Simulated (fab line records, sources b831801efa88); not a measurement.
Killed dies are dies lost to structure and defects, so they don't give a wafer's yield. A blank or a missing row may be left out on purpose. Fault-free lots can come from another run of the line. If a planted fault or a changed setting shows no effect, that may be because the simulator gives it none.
fab line records    flow sky130
record: lots: 7  wafers: 21  last-day: 50
route steps=708 shown LOCAL_INTERCONNECT@402 CONTACT@406 PAD_OPEN@708
lots with no fault: from the same line, run without faults
start-h: hours from the record's first day to the start of the lot's first wafer shown    wait-h: hours elapsed since this lot's preceding step    " repeats the value in the row above    L1.1+2: one row covering several wafers at once    - either no value or no given start    * or withheld: withheld    < > ~ a bound
route shown NAME@n: a module of which the file shows steps, and the number in the route of the first    usual: mean/standard deviation taken from wafers without a fault    same: alike in all rows    chamber/n: place in a boat    sites: the reading at each site    _std_site: the standard deviation of these    _edge_site: outer sites' mean less inner sites'    radius-mm: for every site, how far away it sits from the centre of the wafer    mask NAME#n: copy n    behind: tool/chamber where the wafer was last shaped    hold: what put the lot on hold/how long, in hours/how the hold closed    device: whichever transistor did not switch (one of n, p or np)    end of line: at the end of the route, the tests of the same wafers    step lacking rows: just its recipe    killed: not the wafer's yield, but the dies lost to structure and defects at the first sort    map: dies across one wafer; x = killed, . = not, _ = none there
set.NAME: setting as actually run; set.NAME@STEP: the setting as run at that earlier step    model.NAME: the simulator's own value behind a step, which no gauge read
lots at selected steps of the route; one table per step, one row per wafer
services: when a tool's chamber went out of use (start-h, in hours from the record's first day, below 0 if earlier), for how many hours, and the reason
== steps ==
step: SKY_LOCAL_INTERCONNECT_STRIP_15
recipe: chemistry: O2/N2  power-w: 1400  pressure-mtorr: 1500  platen-temp-c: withheld  o2-flow-sccm: 3000  n2-flow-sccm: 300  overash-fraction: 0.5
usual: drypump-motor-current-A: 5.6/0.41  oes-product-au: 0.427/0.0042  strip-time-to-endpoint-s: 4.708/0.02
lot.wafer  tool             chamber  start-h  wait-h  drypump-motor-current-A  oes-product-au  rf-hours-counter-h  strip-time-to-endpoint-s
L692.1     plasma-asher-02  0        739.86   0.0     5.9                      0.428           64                  4.697
L692.4     "                0        "        "       5.9                      0.432           -                   4.698
L692.5     "                1        "        "       5.9                      0.427           -                   4.706
L693.1     plasma-asher-02  1        760.31   0.0     5.9                      0.432           66                  4.701
L693.2     "                0        "        "       5.9                      0.430           66                  4.711
L693.6     "                1        "        "       5.9                      0.430           -                   4.732
L698.4     plasma-asher-01  1        781.85   0.1     5.2                      0.436           -                   4.714
L698.5     "                1        "        "       5.2                      0.424           -                   4.707
L698.6     "                0        "        "       5.5                      0.426           -                   4.692
L703.3     plasma-asher-01  0        818.04   0.1     5.5                      0.425           -                   4.715
L703.4     "                1        "        "       5.2                      0.427           -                   4.735
L703.6     "                1        "        "       5.1                      0.434           -                   4.727
L708.3     plasma-asher-04  0        855.29   0.1     5.2                      0.430           -                   4.711
L708.5     "                0        "        "       5.2                      0.423           -                   4.712
L708.6     "                1        "        "       6.4                      0.417           -                   4.691
L710.1     plasma-asher-01  0        866.21   0.0     5.5                      0.428           112                 4.688
L710.2     "                1        "        "       5.1                      0.432           112                 4.706
L710.6     "                0        "        "       5.5                      0.427           -                   4.702
L709.2     plasma-asher-02  1        868.01   0.0     5.9                      0.423           77                  4.712
L709.4     "                0        "        "       5.9                      0.429           -                   4.720
L709.5     "                0        "        "       5.9                      0.420           -                   4.715
step: SKY_LOCAL_INTERCONNECT_STRIP_16
recipe: chemistry: post-etch-residue-remover  time-s: 1200  temp-c: 72.5
step: SKY_LOCAL_INTERCONNECT_CLEAN_17
recipe: chemistry: IPA  time-s: 180  temp-c: 25
step: SKY_LOCAL_INTERCONNECT_CLEAN_18
recipe: chemistry: O3/DIW  dry: n2-spin
step: SKY_CONTACT_CVD_00
recipe: material: Si3N4  target-thk-nm: 75  temp-c: 400  time-s: withheld  rf-w: 450
usual: heater-power-w: 725/77
lot.wafer  tool      chamber  start-h  wait-h  heater-power-w
L692.1     pecvd-02  0        740.46   0.0     815
L692.4     "         0        "        "       782
L692.5     "         1        "        "       641
L693.1     pecvd-03  2        760.93   0.0     609
L693.2     "         0        "        "       814
L693.6     "         0        "        "       807
L698.4     pecvd-03  0        782.46   0.0     737
L698.5     "         2        "        "       706
L698.6     "         1        "        "       765
L703.3     pecvd-04  1        818.73   0.0     678
L703.4     "         2        "        "       640
L703.6     "         2        "        "       653
L708.3     pecvd-04  2        855.89   0.0     653
L708.5     "         0        "        "       777
L708.6     "         1        "        "       757
L710.1     pecvd-02  1        866.80   0.0     660
L710.2     "         0        "        "       783
L710.6     "         2        "        "       725
L709.2     pecvd-03  0        868.60   0.0     807
L709.4     "         0        "        "       805
L709.5     "         1        "        "       760
step: SKY_CONTACT_THK_MEAS_01
recipe: reads: Si3N4_of_CONTACT_CVD_00
usual: CONTACT_CVD_00_THK: 75.0/1.1
lot.wafer  tool           chamber  start-h  wait-h  CONTACT_CVD_00_THK[nm]
L692.1     film-metro-01  -        740.49   -       74.7
L692.4     "              -        "        "       75.7
L692.5     "              -        "        "       76.1
L693.1     film-metro-02  -        760.96   -       75.3
L693.2     "              -        "        "       74.1
L693.6     "              -        "        "       76.4
L698.4     film-metro-04  -        782.51   -       74.9
L698.5     "              -        "        "       74.4
L698.6     "              -        "        "       73.7
L703.3     film-metro-04  -        818.78   -       75.0
L703.4     "              -        "        "       75.5
L703.6     "              -        "        "       75.0
L708.3     film-metro-02  -        855.94   -       73.7
L708.5     "              -        "        "       75.9
L708.6     "              -        "        "       75.9
L710.1     film-metro-02  -        866.84   -       76.0
L710.2     "              -        "        "       74.2
L710.6     "              -        "        "       77.0
L709.2     film-metro-02  -        868.65   -       73.2
L709.4     "              -        "        "       74.9
L709.5     "              -        "        "       74.5
step: SKY_CONTACT_HDPCVD_02
recipe: material: SiO2  target-thk-nm: 565  sigma-open-frac: 0.3  time-s: 94.2  temp-c: 600  sih4-flow-sccm: 60  pressure-mtorr: 6
step: SKY_CONTACT_THK_MEAS_03
recipe: reads: SiO2_of_CONTACT_HDPCVD_02
usual: CONTACT_HDPCVD_THK: 565/5.5
lot.wafer  tool           chamber  start-h  wait-h  CONTACT_HDPCVD_THK[nm]
L692.1     film-metro-02  -        740.62   0.0     566
L692.4     "              -        "        "       568
L692.5     "              -        "        "       570
L693.1     film-metro-04  -        761.09   0.0     560
L693.2     "              -        "        "       561
L693.6     "              -        "        "       550
L698.4     film-metro-02  -        782.64   0.0     571
L698.5     "              -        "        "       569
L698.6     "              -        "        "       572
L703.3     film-metro-01  -        818.91   0.1     571
L703.4     "              -        "        "       566
L703.6     "              -        "        "       567
L708.3     film-metro-01  -        856.07   0.1     567
L708.5     "              -        "        "       566
L708.6     "              -        "        "       556
L710.1     film-metro-01  -        866.97   0.0     560
L710.2     "              -        "        "       566
L710.6     "              -        "        "       563
L709.2     film-metro-04  -        868.78   0.0     573
L709.4     "              -        "        "       572
L709.5     "              -        "        "       575
step: SKY_CONTACT_CMP_04
recipe: material: SiO2  down-force-psi: 4.101  platen-rpm: 60  pad-velocity-m-s: 0.94248
usual: motor-current-A: 12.4/1.3  platen-rpm: 60.00/0.039  time-to-endpoint-s: 83/3.5
lot.wafer  tool    chamber  start-h  wait-h  motor-current-A  platen-rpm  time-to-endpoint-s
L692.4     cmp-01  3        740.78   0.1     14.4             60.04       83
L692.1     "       0        "        "       10.9             60.04       79
L692.5     "       2        "        "       12.3             59.99       83
L693.2     cmp-02  0        761.31   0.2     11.5             59.93       83
L693.1     "       1        "        "       12.1             60.00       79
L693.6     "       0        "        "       11.5             60.02       77
L698.4     cmp-02  3        782.67   0.0     10.3             60.00       93
L698.6     "       3        "        "       9.8              59.94       89
L698.5     "       0        "        "       11.3             59.99       85
L703.3     cmp-01  2        819.05   0.1     12.2             60.01       82
L703.4     "       3        "        "       14.1             60.00       81
L703.6     "       0        "        "       12.1             60.06       81
L708.3     cmp-01  3        856.16   0.1     14.4             60.04       83
L708.6     "       2        "        "       12.4             59.99       77
L708.5     "       3        "        "       13.6             60.06       84
L710.2     cmp-01  0        867.08   0.1     10.8             59.94       81
L710.1     "       1        "        "       14.4             59.99       84
L710.6     "       0        "        "       11.3             59.99       81
L709.4     cmp-01  1        868.93   0.1     14.1             60.00       85
L709.2     "       2        "        "       12.3             60.06       82
L709.5     "       3        "        "       14.9             60.02       86
step: SKY_CONTACT_BOW_MEAS_05
recipe: mode: bow
usual: CONTACT_BOW: 81/7.7
lot.wafer  tool           chamber  start-h  wait-h  CONTACT_BOW[um]
L692.1     film-metro-01  -        740.98   0.1     83
L692.4     "              -        "        "       85
L692.5     "              -        "        "       75
L693.1     film-metro-01  -        761.56   0.1     80
L693.2     "              -        "        "       63
L693.6     "              -        "        "       84
L698.4     film-metro-04  -        783.03   0.3     86
L698.5     "              -        "        "       72
L698.6     "              -        "        "       88
L703.3     film-metro-01  -        819.29   0.2     84
L703.4     "              -        "        "       90
L703.6     "              -        "        "       77
L708.3     film-metro-01  -        856.45   0.2     90
L708.5     "              -        "        "       93
L708.6     "              -        "        "       78
L710.1     film-metro-02  -        867.33   0.1     67
L710.2     "              -        "        "       83
L710.6     "              -        "        "       89
L709.2     film-metro-01  -        869.15   0.1     90
L709.4     "              -        "        "       75
L709.5     "              -        "        "       94
step: SKY_CONTACT_DEHYDRATE_06
recipe: temp-c: 200  time-s: 60
step: SKY_CONTACT_HMDS_07
recipe: prime-time-s: 60  prime-temp-c: 120
step: SKY_CONTACT_COAT_08
recipe: resist: BARC  temp-c: withheld  time-s: withheld  spin-rpm: 3000  resist-thk-nm: 60
usual: resist-line-temp-C: *
lot.wafer  tool            chamber  start-h  wait-h  resist-line-temp-C
L692.1     litho-track-01  0        754.36   0.1     *
L692.4     "               0        "        "       *
L692.5     "               0        "        "       *
L693.1     litho-track-03  0        775.14   0.1     *
L693.2     "               0        "        "       *
L693.6     "               0        "        "       *
L698.4     litho-track-01  0        795.33   0.1     *
L698.5     "               0        "        "       *
L698.6     "               0        "        "       *
L703.3     litho-track-02  0        832.45   0.1     *
L703.4     "               0        "        "       *
L703.6     "               0        "        "       *
L708.3     litho-track-01  0        868.91   0.1     *
L708.5     "               0        "        "       *
L708.6     "               0        "        "       *
L710.1     litho-track-01  0        880.36   0.1     *
L710.2     "               0        "        "       *
L710.6     "               0        "        "       *
L709.2     litho-track-01  0        881.79   0.1     *
L709.4     "               0        "        "       *
L709.5     "               0        "        "       *
step: SKY_CONTACT_COAT_09
recipe: resist: KrF-thick  spin-rpm: 3000  resist-thk-nm: 450
step: SKY_CONTACT_SOFTBAKE_10
recipe: temp-c: 100  time-s: 90  resist: KrF-thick
step: SKY_CONTACT_EXPOSE_11
recipe: mask-id: CTM1  na: 0.8  source-shape: annular  sigma-inner: 0.55  sigma-outer: 0.85  target-cd-nm: 170  dose-mj: 38
step: SKY_CONTACT_PEB_12
recipe: peb-temp-c: withheld  peb-time-s: withheld  resist: KrF-thick
step: SKY_CONTACT_DEVELOP_13
recipe: develop-time-s: 60  resist: KrF-thick  dev-temp-c: 21
step: SKY_CONTACT_CD_MEAS_14
recipe: target-cd-nm: 170
usual: cd-nm: 170.6/1.4
lot.wafer  tool       chamber  start-h  wait-h  cd-nm
L692.1     cd-sem-02  -        767.51   -       171.3
L692.4     "          -        "        "       171.3
L692.5     "          -        "        "       171.8
L693.1     cd-sem-02  -        788.76   -       170.9
L693.2     "          -        "        "       171.3
L693.6     "          -        "        "       170.0
L698.4     cd-sem-02  -        809.06   -       171.8
L698.5     "          -        "        "       172.5
L698.6     "          -        "        "       171.3
L703.3     cd-sem-02  -        846.24   -       171.8
L703.4     "          -        "        "       170.1
L703.6     "          -        "        "       171.7
L708.3     cd-sem-01  -        881.93   -       168.3
L708.5     "          -        "        "       168.5
L708.6     "          -        "        "       167.3
L710.1     cd-sem-02  -        893.56   -       169.9
L710.2     "          -        "        "       170.4
L710.6     "          -        "        "       169.9
L709.2     cd-sem-01  -        894.73   -       169.1
L709.4     "          -        "        "       169.5
L709.5     "          -        "        "       170.0
step: SKY_CONTACT_OVL_MEAS_15
usual: CONTACT_OVL: -4/5.5
lot.wafer  tool        chamber  start-h  wait-h  CONTACT_OVL[nm]
L692.1     overlay-01  -        767.63   0.1     -9
L692.4     "           -        "        "       -14
L692.5     "           -        "        "       -11
L693.1     overlay-01  -        788.88   0.1     -1
L693.2     "           -        "        "       -3
L693.6     "           -        "        "       -1
L698.4     overlay-01  -        809.14   0.1     -11
L698.5     "           -        "        "       -20
L698.6     "           -        "        "       -14
L703.3     overlay-01  -        846.33   0.1     3
L703.4     "           -        "        "       2
L703.6     "           -        "        "       8
L708.3     overlay-02  -        882.02   0.1     5
L708.5     "           -        "        "       2
L708.6     "           -        "        "       -2
L710.1     overlay-01  -        893.68   0.1     -4
L710.2     "           -        "        "       -11
L710.6     "           -        "        "       -5
L709.2     overlay-02  -        894.84   0.1     -1
L709.4     "           -        "        "       -1
L709.5     "           -        "        "       -8
step: SKY_CONTACT_ETCH_16
recipe: chemistry: N2/H2  target: BARC  ion-energy-ev: 200  source-w: 500  bias-w: 100  pressure-mtorr: 30  n2-flow-sccm: 100  h2-flow-sccm: 200  stop-on: SiO2  time-s: 45.9  target-depth-a: 600
usual: drypump-motor-current-A: 5.8/0.48  oes-product-au: 0.855/0.0047  throttle-valve-pct: 13.225/0.0092
lot.wafer  tool         chamber  start-h  wait-h  drypump-motor-current-A  oes-product-au  rf-hours-counter-h  throttle-valve-pct  model.etch.depth-nm
L692.1     rie-diel-04  0        767.67   0.0     6.5                      0.856           2                   13.229              60.03
L692.4     "            0        "        "       6.5                      0.854           -                   13.212              60.06
L692.5     "            3        "        "       6.2                      0.854           -                   13.217              60.1
L693.1     rie-diel-01  2        788.92   0.0     5.4                      0.852           23                  13.232              60.09
L693.2     "            0        "        "       5.6                      0.858           20                  13.224              60.09
L693.6     "            3        "        "       5.3                      0.849           -                   13.217              60.26
L698.4     rie-diel-04  3        809.16   0.0     6.2                      0.859           12                  13.220              59.85
L698.5     "            3        "        "       6.2                      0.847           -                   13.230              59.82
L698.6     "            0        "        "       6.5                      0.851           -                   13.233              59.85
L703.3     rie-diel-01  3        846.36   0.0     5.3                      0.847           12                  13.228              60.31
L703.4     "            0        "        "       5.6                      0.852           22                  13.214              60.42
L703.6     "            2        "        "       5.4                      0.849           -                   13.222              60.36
L708.3     rie-diel-04  2        882.05   0.0     5.3                      0.875           13                  13.225              61.99
L708.5     "            1        "        "       5.7                      0.858           -                   13.229              61.77
L708.6     "            2        "        "       5.3                      0.870           -                   13.239              61.84
L710.1     rie-diel-04  0        893.72   0.0     6.5                      0.870           5                   13.229              62.27
L710.2     "            3        "        "       6.2                      0.866           15                  13.211              61.89
L710.6     "            0        "        "       6.5                      0.869           -                   13.234              61.91
L709.2     rie-diel-01  1        894.87   0.0     6.3                      0.872           17                  13.233              62.12
L709.4     "            3        "        "       5.3                      0.876           14                  13.239              62.03
L709.5     "            2        "        "       5.4                      0.871           -                   13.223              61.96
step: SKY_CONTACT_ETCH_17
recipe: target: SiO2  chemistry: C4F8/O2/Ar  stop-on: Si3N4  mask-material: KrF-thick  source-w: 1500  bias-w: 1200  pressure-mtorr: 40  c4f8-flow-sccm: withheld  O2_flow_sccm: 6  Ar_flow_sccm: 300  time-s: withheld  target-depth-a: 3400
usual: oes-product-au: 0.892/0.0051
lot.wafer  tool         chamber  start-h  wait-h  oes-product-au
L692.1     rie-diel-04  0        767.71   0.0     0.885
L692.4     "            0        "        "       0.892
L692.5     "            3        "        "       0.882
L693.1     rie-diel-01  2        788.96   0.0     0.885
L693.2     "            0        "        "       0.889
L693.6     "            3        "        "       0.897
L698.4     rie-diel-04  3        809.20   0.0     0.895
L698.5     "            3        "        "       0.887
L698.6     "            0        "        "       0.900
L703.3     rie-diel-01  3        846.40   0.0     0.895
L703.4     "            0        "        "       0.886
L703.6     "            2        "        "       0.877
L708.3     rie-diel-04  2        882.09   0.0     0.898
L708.5     "            1        "        "       0.890
L708.6     "            2        "        "       0.891
L710.1     rie-diel-04  0        893.76   0.0     0.892
L710.2     "            3        "        "       0.884
L710.6     "            0        "        "       0.890
L709.2     rie-diel-01  1        894.91   0.0     0.888
L709.4     "            3        "        "       0.888
L709.5     "            2        "        "       0.889
step: SKY_PAD_OPEN_PROBE_99
usual: killed_at_M0_to_M3: 43/6.8  killed_at_M4_up: 3.1/1.6  killed-at-contacts: 24/5.4  killed-at-front-end: 16/4.4  killed-at-other: 0.2/0.48  killed-dies: 87/8.8  killed-open: 48/6.4  killed-short: 39/6.2
same: gross-dies: 492  killed-at-back-side: 0
lot.wafer  tool       chamber  start-h  wait-h  killed_at_M0_to_M3  killed_at_M4_up  killed-at-contacts  killed-at-front-end  killed-at-other  killed-dies  killed-open  killed-short
L703.3     prober-01  -        1157.92  0.2     48                  4                24                  12                   0                88           54           34
L703.4     prober-01  -        1157.97  0.2     42                  2                15                  18                   0                77           46           31
L703.6     prober-01  -        1158.07  0.2     56                  3                20                  12                   0                91           49           42
L708.3     prober-02  -        1185.17  0.2     34                  1                30                  22                   0                87           44           43
L708.5     prober-02  -        1185.27  0.2     40                  1                28                  20                   2                91           46           45
L708.6     prober-02  -        1185.32  0.2     46                  7                26                  20                   0                99           52           47
L709.2     prober-02  -        1195.30  0.1     52                  1                19                  23                   0                95           47           48
L709.4     prober-02  -        1195.40  0.2     48                  1                24                  17                   0                90           58           32
L709.5     prober-02  -        1195.45  0.2     45                  5                21                  23                   0                94           46           48
killed by level:class
L703.3 VIA1:geometric-particle:open=17 CONTACT:geometric-particle:open=10 VIA3:geometric-particle:open=7 VIA2:geometric-particle:open=6 CONTACT:geometric-particle:short=5 VIA1:geometric-particle:short=5 VIA3:geometric-particle:short=5 FIELD_ISO:geometric-particle:open=4
L703.4 VIA1:geometric-particle:open=10 VIA1:geometric-particle:short=7 VIA2:geometric-particle:open=7 CONTACT:geometric-particle:open=6 FIELD_ISO:geometric-particle:open=5 POLY_GATE:geometric-particle:open=4 LI_CONTACT:geometric-particle:open=4 METAL1:geometric-particle:short=4
L703.6 VIA1:geometric-particle:open=15 LI_CONTACT:geometric-particle:open=9 VIA3:geometric-particle:short=7 FIELD_ISO:geometric-particle:short=6 VIA2:geometric-particle:open=5 VIA2:geometric-particle:short=5 VIA3:geometric-particle:open=5 FIELD_ISO:geometric-particle:open=4
L708.3 FIELD_ISO:geometric-particle:open=8 LOCAL_INTERCONNECT:geometric-particle:short=8 VIA1:geometric-particle:open=8 CONTACT:geometric-particle:open=6 LI_CONTACT:geometric-particle:open=6 FIELD_ISO:geometric-particle:short=5 CONTACT:geometric-particle:short=5 METAL2:geometric-particle:short=5
L708.5 VIA1:geometric-particle:open=13 CONTACT:geometric-particle:open=8 LOCAL_INTERCONNECT:geometric-particle:short=7 METAL1:geometric-particle:short=6 FIELD_ISO:geometric-particle:short=6 POLY_GATE:geometric-particle:short=6 LI_CONTACT:geometric-particle:open=6 FIELD_ISO:geometric-particle:open=5
L708.6 VIA1:geometric-particle:open=11 CONTACT:geometric-particle:open=11 VIA1:geometric-particle:short=9 FIELD_ISO:geometric-particle:open=8 LOCAL_INTERCONNECT:geometric-particle:short=6 METAL2:geometric-particle:short=6 VIA3:geometric-particle:open=6 FIELD_ISO:geometric-particle:short=5
L709.2 VIA1:geometric-particle:open=9 METAL2:geometric-particle:short=9 LI_CONTACT:geometric-particle:open=7 VIA1:geometric-particle:short=7 VIA3:geometric-particle:open=6 POLY_GATE:geometric-particle:short=5 POLY_GATE:geometric-particle:open=5 CONTACT:geometric-particle:open=5
L709.4 VIA1:geometric-particle:open=15 VIA3:geometric-particle:open=12 LI_CONTACT:geometric-particle:open=11 CONTACT:geometric-particle:open=9 METAL1:geometric-particle:short=6 FIELD_ISO:geometric-particle:open=5 FIELD_ISO:geometric-particle:short=5 POLY_GATE:geometric-particle:short=4
L709.5 VIA1:geometric-particle:open=15 METAL2:geometric-particle:short=8 POLY_GATE:geometric-particle:short=7 FIELD_ISO:geometric-particle:open=6 CONTACT:geometric-particle:open=6 FIELD_ISO:geometric-particle:short=5 VIA1:geometric-particle:short=5 CONTACT:geometric-particle:short=5
== services ==
tool             chamber  start-h  hours  kind
cmp-01           -        720.61   3.9    repair
pecvd-04         2        730.58   4.2    repair
cmp-02           -        744.00   4.0    pm
pecvd-04         -        754.40   14.6   pm
pecvd-02         -        758.57   0.8    repair
plasma-asher-02  -        763.84   2.3    repair
rie-diel-04      2        767.37   5.5    repair
cmp-02           -        769.91   0.8    repair
pecvd-04         1        775.78   5.5    repair
cmp-02           -        780.19   1.7    repair
plasma-asher-02  -        781.15   2.4    repair
pecvd-02         0        802.42   5.5    repair
rie-diel-01      -        812.72   1.2    repair
pecvd-04         0        813.12   5.7    repair
rie-diel-04      3        820.54   7.2    repair
cmp-02           -        821.38   4.5    pm
pecvd-02         -        824.58   3.9    repair
pecvd-03         -        828.46   2.8    pm
pecvd-03         2        834.92   5.0    repair
cmp-01           -        849.54   1.2    repair
rie-diel-04      0        851.15   15.5   repair
pecvd-03         -        871.37   2.7    repair
cmp-01           -        879.00   9.9    pm
plasma-asher-01  -        888.89   0.7    repair
== key ==
first-sign: step: SKY_CONTACT_ETCH_16  reading: oes-product-au  direction: up  sigmas: 3.2  usual: 0.855  struck: 0.870
effect none on later readings
model-effect: step: SKY_CONTACT_ETCH_16  value: etch.depth-nm  without: 60.14  struck: 61.98
met-at SKY_CONTACT_COAT_08
struck-wafers L708.3,L708.5,L708.6,L709.2,L709.4,L709.5,L710.1,L710.2,L710.6
tester-left-out L708,L709,L710
onset-between 795.33 868.91
also-fits time
fault: kind: process-parameter-drift  tool: litho-track-01  chamber: -  onset-h: 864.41  steps: SKY_CONTACT_COAT_08  channel: resist-thk-nm  offset: 1.8273  shape: step  end-h: 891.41  acts-in: these-recipes-only  stated: 60
tester-left-out: of these lots the tester's yield and bins aren't shown, on N5 and GAA mostly nor the transistor test; their killed dies are dies lost to structure and defects alone, not to doping, threshold or leakage, so they don't give the yield
